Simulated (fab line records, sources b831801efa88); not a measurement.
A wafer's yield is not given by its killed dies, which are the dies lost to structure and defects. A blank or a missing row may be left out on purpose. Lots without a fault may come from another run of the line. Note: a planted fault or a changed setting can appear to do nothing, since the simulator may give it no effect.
fab line records + flow sky130
record
- lots=11
- wafers=33
- lastDay=50
route steps=708 shown NWELL@81 VT_ADJUST_NCORE@130 POLY_CUT@317 SD_N@356 SD_P@359
lots with no fault: from the same line, run without faults
startH: the number of hours between the record's first day and the start of the first shown wafer of the lot + waitH: hours from the lot's prior step to this one + " unchanged from the row above + L1.1+2: a single row standing in for several wafers + - value missing, or start not given + * or withheld: withheld + < > ~ a bound
route shown NAME@n: names a module that has steps shown in the file, with the first one's number in the route + usual: the fault-free wafers' mean and standard deviation + same: alike in all rows + chamber/n: place in a boat + sites: the reading at each site + _std_site: their standard deviation + _edge_site: outer sites' mean less inner sites' + radiusMm: for every site, how far away it sits from the centre of the wafer + mask NAME#n: copy n + behind: tool/chamber where the wafer was last shaped + hold: the reason the lot was held/the length of the hold in hours/how it ended + device: transistor that didn't switch, given as n, p or np + end of line: tests of these same wafers at the route's end + for a step that has no rows: nothing shown but its recipe + killed: not the wafer's yield, but the dies lost to structure and defects at the first sort + map: a wafer's dies, marking killed ones x, the rest . and places with no die _
set.NAME: the setting the step ran with; set.NAME@STEP: the setting that earlier step ran with + model.NAME: the simulator's own value behind a step, which no gauge read
one table for each step of the route and one row for each wafer, over a sample of lots
services: the hour from which a tool's chamber was out of use, counted from the record's first day as startH (under 0 if before that day), plus the number of hours and why
## steps
# step SKY_NWELL_RTA_28
# recipe
- tempC=1050
- timeS=30
- idleTempC=650
- rampUpCPerS=150
- rampDownCPerS=90
- ambient=N2
# usual
- lampPowerPct=25.31/0.048
- wafer_temp_C_max=1054.9/0.95
| lot.wafer | tool         | chamber | startH | waitH | lampPowerPct | wafer_temp_C_max |
|-----------|--------------|---------|--------|-------|--------------|------------------|
| L921.4    | rtpAnneal-01 | 0       | 106.40 | 0.1   | 25.28        | 1054.5           |
| L921.5    | "            | 0       | "      | "     | 25.34        | 1056.7           |
| L921.6    | "            | 0       | "      | "     | 25.32        | 1054.6           |
| L922.2    | rtpAnneal-02 | 0       | 118.52 | 0.0   | 25.24        | 1054.4           |
| L922.5    | "            | 0       | "      | "     | 25.37        | 1055.6           |
| L922.6    | "            | 0       | "      | "     | 25.29        | 1056.1           |
| L925.2    | rtpAnneal-01 | 0       | 126.99 | 0.0   | 25.28        | 1055.1           |
| L925.4    | "            | 0       | "      | "     | 25.21        | 1054.5           |
| L925.6    | "            | 0       | "      | "     | 25.28        | 1054.8           |
| L926.2    | rtpAnneal-02 | 0       | 139.64 | 0.0   | 25.42        | 1053.4           |
| L926.4    | "            | 0       | "      | "     | 25.28        | 1054.9           |
| L926.6    | "            | 0       | "      | "     | 25.31        | 1054.2           |
| L931.1    | rtpAnneal-02 | 0       | 166.39 | 0.0   | 25.31        | 1056.0           |
| L931.3    | "            | 0       | "      | "     | 25.21        | 1053.1           |
| L931.5    | "            | 0       | "      | "     | 25.27        | 1054.5           |
| L932.2    | rtpAnneal-01 | 0       | 172.23 | 0.0   | 25.36        | 1055.6           |
| L932.3    | "            | 0       | "      | "     | 25.35        | 1053.3           |
| L932.5    | "            | 0       | "      | "     | 25.33        | 1055.1           |
| L933.1    | rtpAnneal-02 | 0       | 177.01 | 0.0   | 25.22        | 1054.1           |
| L933.2    | "            | 0       | "      | "     | 25.42        | 1055.7           |
| L933.6    | "            | 0       | "      | "     | 25.25        | 1054.6           |
| L935.1    | rtpAnneal-02 | 0       | 192.41 | 0.0   | 25.29        | 1055.6           |
| L935.3    | "            | 0       | "      | "     | 25.29        | 1054.8           |
| L935.5    | "            | 0       | "      | "     | 25.36        | 1055.1           |
| L939.3    | rtpAnneal-01 | 0       | 223.93 | 0.0   | 25.28        | 1054.6           |
| L939.4    | "            | 0       | "      | "     | 25.29        | 1055.4           |
| L939.5    | "            | 0       | "      | "     | 25.38        | 1053.4           |
| L942.4    | rtpAnneal-01 | 0       | 229.06 | 0.1   | 25.29        | 1053.5           |
| L942.5    | "            | 0       | "      | "     | 25.28        | 1053.5           |
| L942.6    | "            | 0       | "      | "     | 25.34        | 1054.9           |
| L944.1    | rtpAnneal-02 | 0       | 244.17 | 0.0   | 25.28        | 1057.9           |
| L944.2    | "            | 0       | "      | "     | 25.39        | 1056.7           |
| L944.4    | "            | 0       | "      | "     | 25.28        | 1054.4           |
# step SKY_VT_ADJUST_NCORE_TW_MEAS_11
# usual
- VT_ADJUST_NCORE_TW=219.1/3
| lot.wafer | tool         | chamber | startH | waitH | VT_ADJUST_NCORE_TW |
|-----------|--------------|---------|--------|-------|--------------------|
| L921.4    | filmMetro-02 | -       | 184.94 | 0.1   | 216.6              |
| L921.5    | "            | -       | "      | "     | 216.0              |
| L921.6    | "            | -       | "      | "     | 215.6              |
| L922.2    | filmMetro-01 | -       | 199.09 | 0.1   | 224.2              |
| L922.5    | "            | -       | "      | "     | 222.9              |
| L922.6    | "            | -       | "      | "     | 223.8              |
| L925.2    | filmMetro-01 | -       | 207.97 | 0.1   | 224.1              |
| L925.4    | "            | -       | "      | "     | 224.0              |
| L925.6    | "            | -       | "      | "     | 223.3              |
| L926.2    | filmMetro-03 | -       | 223.52 | 0.1   | 217.5              |
| L926.4    | "            | -       | "      | "     | 216.6              |
| L926.6    | "            | -       | "      | "     | 217.8              |
| L931.1    | filmMetro-02 | -       | 253.83 | 0.1   | 216.0              |
| L931.3    | "            | -       | "      | "     | 216.5              |
| L931.5    | "            | -       | "      | "     | 216.2              |
| L932.2    | filmMetro-01 | -       | 261.20 | 0.1   | 223.2              |
| L932.3    | "            | -       | "      | "     | 222.5              |
| L932.5    | "            | -       | "      | "     | 222.9              |
| L933.1    | filmMetro-03 | -       | 266.19 | 0.1   | 218.2              |
| L933.2    | "            | -       | "      | "     | 217.4              |
| L933.6    | "            | -       | "      | "     | 217.9              |
| L935.1    | filmMetro-02 | -       | 284.78 | 0.1   | 217.4              |
| L935.3    | "            | -       | "      | "     | 217.0              |
| L935.5    | "            | -       | "      | "     | 216.3              |
| L939.3    | filmMetro-02 | -       | 322.41 | 0.1   | 217.9              |
| L939.4    | "            | -       | "      | "     | 216.2              |
| L939.5    | "            | -       | "      | "     | 216.2              |
| L942.4    | filmMetro-03 | -       | 327.66 | 0.1   | 218.2              |
| L942.5    | "            | -       | "      | "     | 216.7              |
| L942.6    | "            | -       | "      | "     | 217.9              |
| L944.1    | filmMetro-02 | -       | 346.63 | 0.1   | 215.8              |
| L944.2    | "            | -       | "      | "     | 216.1              |
| L944.4    | "            | -       | "      | "     | 216.2              |
# step SKY_POLY_CUT_ETCH_10
# recipe
- chemistry=N2/H2
- target=BARC
- ionEnergyEv=200
- sourceW=500
- biasW=100
- pressureMtorr=30
- n2FlowSccm=100
- h2FlowSccm=200
- stopOn=SiO2
- timeS=45.9
- targetDepthA=600
# usual
- drypumpMotorCurrentA=5.7/0.5
- oesProductAu=0.855/0.0052
- throttleValvePct=13.224/0.0089
| lot.wafer | tool       | chamber | startH | waitH | drypumpMotorCurrentA | oesProductAu | rfHoursCounterH | throttleValvePct |
|-----------|------------|---------|--------|-------|----------------------|--------------|-----------------|------------------|
| L921.4    | rieDiel-02 | 1       | 557.97 | 0.0   | 5.6                  | 0.853        | 14              | 13.234           |
| L921.5    | "          | 2       | "      | "     | 6.5                  | 0.855        | -               | 13.230           |
| L921.6    | "          | 1       | "      | "     | 5.6                  | 0.858        | -               | 13.222           |
| L922.2    | rieDiel-02 | 3       | 580.02 | 0.0   | 5.2                  | 0.853        | 67              | 13.229           |
| L922.5    | "          | 1       | "      | "     | 5.6                  | 0.861        | -               | 13.221           |
| L922.6    | "          | 3       | "      | "     | 5.2                  | 0.850        | -               | 13.226           |
| L925.2    | rieDiel-03 | 0       | 591.26 | 0.0   | 5.3                  | 0.858        | 0               | 13.222           |
| L925.4    | "          | 3       | "      | "     | 5.2                  | 0.848        | -               | 13.219           |
| L925.6    | "          | 3       | "      | "     | 5.2                  | 0.859        | -               | 13.233           |
| L926.2    | rieDiel-03 | 1       | 607.87 | 0.0   | 6.4                  | 0.853        | 6               | 13.224           |
| L926.4    | "          | 0       | "      | "     | 5.3                  | 0.856        | 0               | 13.223           |
| L926.6    | "          | 2       | "      | "     | 5.9                  | 0.856        | -               | 13.224           |
| L931.1    | rieDiel-04 | 2       | 648.51 | 0.0   | 5.6                  | 0.854        | 7               | 13.225           |
| L931.3    | "          | 0       | "      | "     | 5.5                  | 0.852        | 9               | 13.218           |
| L931.5    | "          | 2       | "      | "     | 5.6                  | 0.860        | -               | 13.213           |
| L932.2    | rieDiel-02 | 1       | 655.01 | 0.0   | 5.6                  | 0.856        | 16              | 13.216           |
| L932.3    | "          | 0       | "      | "     | 5.5                  | 0.862        | 2               | 13.224           |
| L932.5    | "          | 1       | "      | "     | 5.6                  | 0.860        | -               | 13.215           |
| L933.1    | rieDiel-03 | 1       | 664.92 | 0.0   | 6.4                  | 0.864        | 8               | 13.217           |
| L933.2    | "          | 0       | "      | "     | 5.4                  | 0.849        | 2               | 13.248           |
| L933.6    | "          | 3       | "      | "     | 5.2                  | 0.857        | -               | 13.241           |
| L935.1    | rieDiel-02 | 2       | 680.82 | 0.0   | 6.5                  | 0.845        | 39              | 13.233           |
| L935.3    | "          | 3       | "      | "     | 5.2                  | 0.857        | 0               | 13.237           |
| L935.5    | "          | 0       | "      | "     | 5.5                  | 0.850        | -               | 13.227           |
| L939.3    | rieDiel-04 | 3       | 723.62 | 0.0   | 6.5                  | 0.849        | 20              | 13.209           |
| L939.4    | "          | 2       | "      | "     | 5.6                  | 0.860        | 9               | 13.229           |
| L939.5    | "          | 2       | "      | "     | 5.6                  | 0.842        | -               | 13.226           |
| L942.4    | rieDiel-03 | 3       | 729.34 | 0.0   | 5.2                  | 0.857        | -               | 13.231           |
| L942.5    | "          | 0       | "      | "     | 5.3                  | 0.860        | -               | 13.239           |
| L942.6    | "          | 1       | "      | "     | 6.4                  | 0.854        | -               | 13.221           |
| L944.1    | rieDiel-04 | 1       | 743.87 | 0.0   | 5.1                  | 0.863        | 12              | 13.235           |
| L944.2    | "          | 2       | "      | "     | 5.6                  | 0.847        | 9               | 13.206           |
| L944.4    | "          | 3       | "      | "     | 6.5                  | 0.852        | 21              | 13.226           |
# step SKY_SD_N_RTA_14
# recipe
- tempC=1075
- timeS=2
- idleTempC=650
- rampUpCPerS=150
- rampDownCPerS=90
- ambient=N2
# usual
- lampPowerPct=15.74/0.052
- wafer_temp_C_max=1078.0/1.2
| lot.wafer | tool         | chamber | startH | waitH | lampPowerPct | wafer_temp_C_max |
|-----------|--------------|---------|--------|-------|--------------|------------------|
| L921.4    | rtpAnneal-01 | 0       | 647.44 | 0.0   | 15.73        | 1076.6           |
| L921.5    | "            | 0       | "      | "     | 15.66        | 1076.5           |
| L921.6    | "            | 0       | "      | "     | 15.66        | 1079.6           |
| L922.2    | rtpAnneal-01 | 0       | 666.93 | 0.0   | 15.79        | 1078.2           |
| L922.5    | "            | 0       | "      | "     | 15.68        | 1079.2           |
| L922.6    | "            | 0       | "      | "     | 15.75        | 1078.6           |
| L925.2    | rtpAnneal-01 | 0       | 677.91 | 0.0   | 15.75        | 1077.9           |
| L925.4    | "            | 0       | "      | "     | 15.78        | 1078.6           |
| L925.6    | "            | 0       | "      | "     | 15.75        | 1076.7           |
| L926.2    | rtpAnneal-02 | 0       | 694.97 | 0.0   | 15.76        | 1075.4           |
| L926.4    | "            | 0       | "      | "     | 15.75        | 1075.5           |
| L926.6    | "            | 0       | "      | "     | 15.69        | 1076.4           |
| L931.1    | rtpAnneal-01 | 0       | 733.72 | 0.0   | 15.80        | 1077.9           |
| L931.3    | "            | 0       | "      | "     | 15.74        | 1079.0           |
| L931.5    | "            | 0       | "      | "     | 15.76        | 1078.5           |
| L932.2    | rtpAnneal-02 | 0       | 738.71 | 0.0   | 15.69        | 1076.7           |
| L932.3    | "            | 0       | "      | "     | 15.73        | 1076.7           |
| L932.5    | "            | 0       | "      | "     | 15.84        | 1077.0           |
| L933.1    | rtpAnneal-01 | 0       | 750.55 | 0.0   | 14.86        | 1078.2           |
| L933.2    | "            | 0       | "      | "     | 14.81        | 1077.5           |
| L933.6    | "            | 0       | "      | "     | 14.82        | 1077.5           |
| L935.1    | rtpAnneal-01 | 0       | 764.91 | 0.0   | 14.87        | 1076.7           |
| L935.3    | "            | 0       | "      | "     | 14.69        | 1079.9           |
| L935.5    | "            | 0       | "      | "     | 14.80        | 1077.6           |
| L939.3    | rtpAnneal-02 | 0       | 806.21 | 0.0   | 15.78        | 1078.2           |
| L939.4    | "            | 0       | "      | "     | 15.67        | 1077.2           |
| L939.5    | "            | 0       | "      | "     | 15.71        | 1079.3           |
| L942.4    | rtpAnneal-02 | 0       | 811.32 | 0.0   | 15.72        | 1078.8           |
| L942.5    | "            | 0       | "      | "     | 15.73        | 1079.2           |
| L942.6    | "            | 0       | "      | "     | 15.77        | 1080.8           |
| L944.1    | rtpAnneal-02 | 0       | 825.40 | 0.0   | 15.72        | 1079.4           |
| L944.2    | "            | 0       | "      | "     | 15.76        | 1077.2           |
| L944.4    | "            | 0       | "      | "     | 15.78        | 1077.5           |
# step SKY_SD_N_RS_MEAS_16
# recipe
- thkMeasGauge=four-point-probe
# usual
- SD_N_RS=68.52/0.12
| lot.wafer | tool         | chamber | startH | waitH | hold                    | SD_N_RS[ohm/sq] |
|-----------|--------------|---------|--------|-------|-------------------------|-----------------|
| L921.4    | filmMetro-03 | -       | 647.65 | 0.1   | -                       | 68.33           |
| L921.5    | "            | -       | "      | "     | -                       | 68.50           |
| L921.6    | "            | -       | "      | "     | -                       | 68.51           |
| L922.2    | filmMetro-04 | -       | 667.12 | 0.1   | -                       | 68.40           |
| L922.5    | "            | -       | "      | "     | -                       | 68.46           |
| L922.6    | "            | -       | "      | "     | -                       | 68.56           |
| L925.2    | filmMetro-04 | -       | 678.10 | 0.1   | -                       | 68.55           |
| L925.4    | "            | -       | "      | "     | -                       | 68.62           |
| L925.6    | "            | -       | "      | "     | -                       | 68.69           |
| L926.2    | filmMetro-04 | -       | 695.15 | 0.1   | -                       | 68.62           |
| L926.4    | "            | -       | "      | "     | -                       | 68.66           |
| L926.6    | "            | -       | "      | "     | -                       | 68.57           |
| L931.1    | filmMetro-01 | -       | 733.89 | 0.1   | -                       | 68.42           |
| L931.3    | "            | -       | "      | "     | -                       | 68.47           |
| L931.5    | "            | -       | "      | "     | -                       | 68.51           |
| L932.2    | filmMetro-04 | -       | 738.89 | 0.1   | -                       | 68.54           |
| L932.3    | "            | -       | "      | "     | -                       | 68.68           |
| L932.5    | "            | -       | "      | "     | -                       | 68.52           |
| L933.1    | filmMetro-03 | -       | 750.72 | 0.1   | awaitDispo/0.2h/release | 72.45           |
| L933.2    | "            | -       | "      | "     | awaitDispo/0.2h/release | 72.27           |
| L933.6    | "            | -       | "      | "     | awaitDispo/0.2h/release | 72.55           |
| L933.1    | filmMetro-03 | -       | 751.08 | 0.3   | -                       | 72.62           |
| L933.2    | "            | -       | "      | "     | -                       | 72.65           |
| L933.6    | "            | -       | "      | "     | -                       | 72.62           |
| L935.1    | filmMetro-04 | -       | 765.09 | 0.1   | awaitDispo/0.2h/release | 73.00           |
| L935.3    | "            | -       | "      | "     | awaitDispo/0.2h/release | 72.76           |
| L935.5    | "            | -       | "      | "     | awaitDispo/0.2h/release | 72.84           |
| L935.1    | filmMetro-04 | -       | 765.45 | 0.3   | -                       | 72.68           |
| L935.3    | "            | -       | "      | "     | -                       | 72.83           |
| L935.5    | "            | -       | "      | "     | -                       | 72.96           |
| L939.3    | filmMetro-01 | -       | 806.41 | 0.1   | -                       | 68.43           |
| L939.4    | "            | -       | "      | "     | -                       | 68.36           |
| L939.5    | "            | -       | "      | "     | -                       | 68.40           |
| L942.4    | filmMetro-01 | -       | 811.53 | 0.1   | -                       | 68.54           |
| L942.5    | "            | -       | "      | "     | -                       | 68.52           |
| L942.6    | "            | -       | "      | "     | -                       | 68.44           |
| L944.1    | filmMetro-01 | -       | 825.57 | 0.1   | -                       | 68.60           |
| L944.2    | "            | -       | "      | "     | -                       | 68.49           |
| L944.4    | "            | -       | "      | "     | -                       | 68.38           |
# step SKY_SD_N_RS_MEAS_17
# recipe
- thkMeasGauge=four-point-probe
# usual
- SD_P_RS=146.9/0.39
| lot.wafer | tool         | chamber | startH | waitH | hold                    | SD_P_RS[ohm/sq] |
|-----------|--------------|---------|--------|-------|-------------------------|-----------------|
| L921.4    | filmMetro-03 | -       | 647.77 | 0.1   | -                       | 146.1           |
| L921.5    | "            | -       | "      | "     | -                       | 146.7           |
| L921.6    | "            | -       | "      | "     | -                       | 146.9           |
| L922.2    | filmMetro-04 | -       | 667.24 | 0.1   | -                       | 147.2           |
| L922.5    | "            | -       | "      | "     | -                       | 146.8           |
| L922.6    | "            | -       | "      | "     | -                       | 147.2           |
| L925.2    | filmMetro-04 | -       | 678.22 | 0.1   | -                       | 146.8           |
| L925.4    | "            | -       | "      | "     | -                       | 146.7           |
| L925.6    | "            | -       | "      | "     | -                       | 146.4           |
| L926.2    | filmMetro-04 | -       | 695.27 | 0.1   | -                       | 147.2           |
| L926.4    | "            | -       | "      | "     | -                       | 147.5           |
| L926.6    | "            | -       | "      | "     | -                       | 147.3           |
| L931.1    | filmMetro-01 | -       | 734.01 | 0.1   | -                       | 146.9           |
| L931.3    | "            | -       | "      | "     | -                       | 147.1           |
| L931.5    | "            | -       | "      | "     | -                       | 146.8           |
| L932.2    | filmMetro-04 | -       | 739.01 | 0.1   | -                       | 146.9           |
| L932.3    | "            | -       | "      | "     | -                       | 147.1           |
| L932.5    | "            | -       | "      | "     | -                       | 147.2           |
| L933.1    | filmMetro-03 | -       | 752.49 | 1.4   | awaitDispo/0.2h/release | 171.6           |
| L933.2    | "            | -       | "      | "     | awaitDispo/0.2h/release | 171.5           |
| L933.6    | "            | -       | "      | "     | awaitDispo/0.2h/release | 171.7           |
| L933.1    | filmMetro-03 | -       | 752.78 | 0.3   | -                       | 171.5           |
| L933.2    | "            | -       | "      | "     | -                       | 171.6           |
| L933.6    | "            | -       | "      | "     | -                       | 171.4           |
| L935.1    | filmMetro-04 | -       | 768.32 | 2.8   | awaitDispo/0.2h/release | 172.5           |
| L935.3    | "            | -       | "      | "     | awaitDispo/0.2h/release | 171.9           |
| L935.5    | "            | -       | "      | "     | awaitDispo/0.2h/release | 172.3           |
| L935.1    | filmMetro-04 | -       | 768.60 | 0.3   | -                       | 172.0           |
| L935.3    | "            | -       | "      | "     | -                       | 172.0           |
| L935.5    | "            | -       | "      | "     | -                       | 171.9           |
| L939.3    | filmMetro-01 | -       | 806.53 | 0.1   | -                       | 146.9           |
| L939.4    | "            | -       | "      | "     | -                       | 147.3           |
| L939.5    | "            | -       | "      | "     | -                       | 147.1           |
| L942.4    | filmMetro-01 | -       | 811.65 | 0.1   | -                       | 146.7           |
| L942.5    | "            | -       | "      | "     | -                       | 147.3           |
| L942.6    | "            | -       | "      | "     | -                       | 147.5           |
| L944.1    | filmMetro-01 | -       | 825.69 | 0.1   | -                       | 147.2           |
| L944.2    | "            | -       | "      | "     | -                       | 147.1           |
| L944.4    | "            | -       | "      | "     | -                       | 147.5           |
## services
| tool         | chamber | startH | hours | kind   |
|--------------|---------|--------|-------|--------|
| rieDiel-03   | 1       | 95.32  | 4.2   | repair |
| rieDiel-02   | 3       | 138.93 | 6.3   | repair |
| rieDiel-03   | 1       | 148.55 | 5.0   | repair |
| rieDiel-02   | 3       | 180.98 | 5.5   | repair |
| rieDiel-02   | -       | 185.37 | 2.8   | pm     |
| rtpAnneal-01 | -       | 187.90 | 3.3   | pm     |
| rtpAnneal-01 | -       | 191.19 | 1.3   | pm     |
| rieDiel-03   | 3       | 305.46 | 5.1   | repair |
| rieDiel-02   | 0       | 335.84 | 4.5   | repair |
| rieDiel-03   | -       | 351.11 | 0.4   | repair |
| rieDiel-03   | 3       | 352.28 | 21.0  | repair |
| rieDiel-03   | 0       | 356.40 | 2.5   | repair |
| rieDiel-02   | 0       | 403.98 | 3.9   | repair |
| rieDiel-02   | -       | 411.94 | 14.6  | pm     |
| rieDiel-02   | 3       | 427.43 | 4.4   | repair |
| rieDiel-02   | 0       | 458.62 | 3.8   | repair |
| rieDiel-03   | 1       | 465.25 | 12.3  | repair |
| rieDiel-02   | 1       | 497.76 | 4.3   | repair |
| rieDiel-02   | 0       | 514.18 | 7.2   | repair |
| rieDiel-02   | 0       | 568.14 | 16.9  | repair |
| rieDiel-03   | 2       | 568.34 | 4.2   | repair |
| rieDiel-03   | 2       | 583.56 | 11.2  | repair |
| rieDiel-03   | 1       | 588.55 | 6.7   | repair |
| rtpAnneal-02 | -       | 677.02 | 2.8   | pm     |
## key
firstSign
- step=SKY_SD_N_RTA_14
- reading=lampPowerPct
- direction=down
- sigmas=18
- usual=15.74
- struck=14.81
effect
- step=SKY_SD_N_RS_MEAS_16
- reading=visit
- direction=added
effect
- step=SKY_SD_N_RS_MEAS_16
- reading=SD_N_RS
- direction=up
- sigmas=36
- usual=68.52
- struck=72.64
effect
- step=SKY_SD_N_RS_MEAS_17
- reading=visit
- direction=added
effect
- step=SKY_SD_N_RS_MEAS_17
- reading=SD_P_RS
- direction=up
- sigmas=64
- usual=146.9
- struck=171.9
metAt SKY_SD_N_RTA_14
struckLots L933,L935
scrappedBehind SKY_SD_N_RS_MEAS_17 L933.1,L933.2,L933.6,L935.1,L935.3,L935.5
notActingAt SKY_NWELL_RTA_28,SKY_VT_ADJUST_NCORE_TW_MEAS_11,SKY_POLY_CUT_ETCH_10
onsetBetween 733.72 750.55
fault
- kind=processParameterDrift
- tool=rtpAnneal-01
- chamber=-
- onsetH=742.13
- steps=SKY_SD_N_RTA_14
- channel=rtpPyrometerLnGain
- offset=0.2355
- shape=step
- endH=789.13
